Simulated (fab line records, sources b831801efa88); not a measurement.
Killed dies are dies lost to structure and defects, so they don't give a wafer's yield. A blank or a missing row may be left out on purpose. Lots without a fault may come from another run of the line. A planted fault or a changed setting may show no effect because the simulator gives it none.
Tool commonality check | flow gf180mcu | 13 lots, 39 wafers sampled

WHY IT WAS OPENED
At GF_STI_CD_MEAS_12 the reading cd_nm is flagged on 2 of 13 lots. Wafers without a fault read 219.8 nm, standard deviation 1.2.
Rule: a lot is flagged when every wafer of it that has a number lies more than 4 standard deviations from that mean, or none has a number. The other lots count as sound.

lot  | measured    | on        | cd_nm (nm), wafer by wafer | flag
L848 | day 2 01:10 | cd_sem-02 | 219.0 217.9 218.6          |
L849 | day 2 06:59 | cd_sem-01 | 221.9 221.8 222.3          |
L850 | day 2 11:22 | cd_sem-02 | 221.2 221.7 221.3          |
L851 | day 2 17:31 | cd_sem-02 | 219.4 220.0 221.5          |
L859 | day 4 11:47 | cd_sem-02 | 203.5 204.2 203.1          | FLAGGED
L860 | day 4 16:19 | cd_sem-01 | 202.9 202.4 201.9          | FLAGGED
L862 | day 5 01:02 | cd_sem-02 | 221.2 219.9 220.6          |
L865 | day 5 17:25 | cd_sem-02 | 221.1 219.0 219.1          |
L866 | day 5 23:37 | cd_sem-01 | 218.7 219.5 216.8          |
L868 | day 6 08:41 | cd_sem-02 | 221.1 219.1 219.4          |
L869 | day 6 13:26 | cd_sem-01 | 220.6 220.3 220.1          |
L870 | day 6 18:19 | cd_sem-01 | 219.4 221.1 220.7          |
L871 | day 7 00:12 | cd_sem-01 | 220.4 219.8 220.7          |
The numbers of the flagged lots are 203.0 nm on average: -16.8 nm against the usual, or -14 standard deviations.

WHICH TOOL RAN EACH LOT
The record holds 1 process step before the reading, out of a route of 602 steps. In each cell: the tool, then ch and the chambers that the sampled wafers went through, then the start.
lot  | flag    | GF_STI_SOFTBAKE_08
L848 |         | litho_track-01 ch 0, day 1 19:19
L849 |         | litho_track-02 ch 0, day 2 00:58
L850 |         | litho_track-01 ch 0, day 2 05:26
L851 |         | litho_track-03 ch 0, day 2 11:20
L859 | FLAGGED | litho_track-03 ch 0, day 4 05:20
L860 | FLAGGED | litho_track-03 ch 0, day 4 09:23
L862 |         | litho_track-01 ch 0, day 4 18:20
L865 |         | litho_track-02 ch 0, day 5 10:28
L866 |         | litho_track-02 ch 0, day 5 16:16
L868 |         | litho_track-02 ch 0, day 6 01:01
L869 |         | litho_track-02 ch 0, day 6 05:37
L870 |         | litho_track-01 ch 0, day 6 10:44
L871 |         | litho_track-02 ch 0, day 6 16:23
What these steps do:
- GF_STI_SOFTBAKE_08: time 60 s.
- GF_STI_CD_MEAS_12: target cd 220 nm.

FLAGGED OVER TOTAL, TOOL BY TOOL (the gauges that took the reading come last)
step               | tool           | lots run | flagged | share of the flagged lots | sound lots run after its first flagged lot
GF_STI_SOFTBAKE_08 | litho_track-01 | 4        | 0       | none                      | -
GF_STI_SOFTBAKE_08 | litho_track-02 | 6        | 0       | none                      | -
GF_STI_SOFTBAKE_08 | litho_track-03 | 3        | 2       | all                       | 0
GF_STI_CD_MEAS_12  | cd_sem-01      | 6        | 1       | some                      | 4 (L866,L869,L870,L871)
GF_STI_CD_MEAS_12  | cd_sem-02      | 7        | 1       | some                      | 3 (L862,L865,L868)

WHAT THE TABLE ALLOWS
1 row of the table ran every flagged lot: litho_track-03 at GF_STI_SOFTBAKE_08.
- litho_track-03 at GF_STI_SOFTBAKE_08: 2 of its 3 lots flagged. Its last sound lot is L851 (day 2 11:20), its first flagged lot L859 (day 4 05:20): a fault that began between those two fits. Its own readings lie more than 4 standard deviations out on every wafer of the flagged lots: heater_power_total_W, plate_temp_C.
One tool is left: litho_track-03 at GF_STI_SOFTBAKE_08.

WHAT THE SIMULATOR HAD PUT IN
Process parameter drift: litho_track-03, from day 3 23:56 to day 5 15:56, at GF_STI_SOFTBAKE_08. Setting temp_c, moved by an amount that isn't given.
Lots struck among those shown: L859, L860. The rule above found the same.
